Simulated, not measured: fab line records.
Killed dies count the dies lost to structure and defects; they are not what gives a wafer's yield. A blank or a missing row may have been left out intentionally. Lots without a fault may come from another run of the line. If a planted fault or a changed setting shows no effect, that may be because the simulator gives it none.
Which tool is to blame? / flow sky130 / Sampling: 11 lots, 33 wafers, 3 of 708 route steps

== WHAT EACH GAUGE READ, for each wafer ==
SKY_VT_ADJUST_HVTR_CD_MEAS_07: target cd 380 nm.
lot=L930; measured=day 9 16:07; on=cd-sem-02; cd-nm (nm)=383.1 382.6 382.0
lot=L931; measured=day 9 17:26; on=cd-sem-02; cd-nm (nm)=380.1 383.1 381.8
lot=L936; measured=day 11 02:01; on=cd-sem-02; cd-nm (nm)=381.3 381.9 384.2
lot=L938; measured=day 11 15:38; on=cd-sem-01; cd-nm (nm)=- - -
lot=L939; measured=day 11 21:09; on=cd-sem-01; cd-nm (nm)=379.4 379.6 381.7
lot=L946; measured=day 14 06:37; on=cd-sem-02; cd-nm (nm)=377.5 378.1 380.0
lot=L947; measured=day 14 10:02; on=cd-sem-02; cd-nm (nm)=381.5 381.3 381.1
lot=L948; measured=day 14 18:46; on=cd-sem-01; cd-nm (nm)=377.6 379.2 379.6
lot=L949; measured=day 15 01:07; on=cd-sem-01; cd-nm (nm)=378.8 375.1 377.7
lot=L950; measured=day 15 06:04; on=cd-sem-01; cd-nm (nm)=379.5 379.5 380.3
lot=L953; measured=day 17 03:48; on=cd-sem-02; cd-nm (nm)=377.5 378.9 379.8

== WHICH TOOL RAN EACH LOT (tool, then ch and the chambers of the sampled wafers, then the start) ==
lot=L930; SKY_NWELL_RTA_28=rtp-anneal-01 ch 0, day 5 14:25; SKY_VT_ADJUST_HVTR_EXPOSE_04=iline-stepper-01 ch 0, day 9 05:49
lot=L931; SKY_NWELL_RTA_28=rtp-anneal-02 ch 0, day 5 16:22; SKY_VT_ADJUST_HVTR_EXPOSE_04=iline-stepper-02 ch 0, day 9 07:32
lot=L936; SKY_NWELL_RTA_28=rtp-anneal-01 ch 0, day 6 19:37; SKY_VT_ADJUST_HVTR_EXPOSE_04=iline-stepper-02 ch 0, day 10 15:04
lot=L938; SKY_NWELL_RTA_28=rtp-anneal-02 ch 0, day 7 08:22; SKY_VT_ADJUST_HVTR_EXPOSE_04=iline-stepper-01 ch 0, day 11 05:10
lot=L939; SKY_NWELL_RTA_28=rtp-anneal-01 ch 0, day 7 13:35; SKY_VT_ADJUST_HVTR_EXPOSE_04=iline-stepper-02 ch 0, day 11 10:10
lot=L946; SKY_NWELL_RTA_28=rtp-anneal-02 ch 0, day 9 12:26; SKY_VT_ADJUST_HVTR_EXPOSE_04=iline-stepper-01 ch 0, day 13 17:31
lot=L947; SKY_NWELL_RTA_28=rtp-anneal-02 ch 0, day 9 13:43; SKY_VT_ADJUST_HVTR_EXPOSE_04=iline-stepper-02 ch 0, day 13 21:28
lot=L948; SKY_NWELL_RTA_28=rtp-anneal-01 ch 0, day 9 23:02; SKY_VT_ADJUST_HVTR_EXPOSE_04=iline-stepper-01 ch 0, day 14 07:00
lot=L949; SKY_NWELL_RTA_28=rtp-anneal-01 ch 0, day 10 01:43; SKY_VT_ADJUST_HVTR_EXPOSE_04=iline-stepper-01 ch 0, day 14 11:37
lot=L950; SKY_NWELL_RTA_28=rtp-anneal-01 ch 0, day 10 06:00; SKY_VT_ADJUST_HVTR_EXPOSE_04=iline-stepper-01 ch 0, day 14 16:59
lot=L953; SKY_NWELL_RTA_28=rtp-anneal-02 ch 0, day 11 19:56; SKY_VT_ADJUST_HVTR_EXPOSE_04=iline-stepper-01 ch 0, day 16 14:13
- SKY_NWELL_RTA_28: time 30 s.
- SKY_VT_ADJUST_HVTR_EXPOSE_04: exposes mask HVTRM, target cd 380 nm.

== THE ANSWER, worked out from the rows above alone ==
Rule: the lots themselves supply what counts as usual. The widest of any qualifying gaps counts: lots, ordered by their means at a reading, are off when they make up no more than a third of the lots, leave a main group of 4 or more, and stand apart from it by 3 or more times the standard deviation of that group's means. If all means in a main group match to the digits the tables above print for the reading, that group is not used. A lot without any number at a reading at which 4 lots or more have one is off too. All remaining lots with rows at the step are treated as sound.
Off: L938, at SKY_VT_ADJUST_HVTR_CD_MEAS_07 (cd-nm). Without a number there: L938. For the main group the mean is 380.1 nm and the standard deviation 1.7.
If a tool, at a process step before that reading, ran all the lots that are off and no sound lot after the first of them, it fits. Gauges at SKY_VT_ADJUST_HVTR_CD_MEAS_07: tried the same way as those tools. Of those tried, none fits.

== WHAT THE SIMULATOR PUT IN ==
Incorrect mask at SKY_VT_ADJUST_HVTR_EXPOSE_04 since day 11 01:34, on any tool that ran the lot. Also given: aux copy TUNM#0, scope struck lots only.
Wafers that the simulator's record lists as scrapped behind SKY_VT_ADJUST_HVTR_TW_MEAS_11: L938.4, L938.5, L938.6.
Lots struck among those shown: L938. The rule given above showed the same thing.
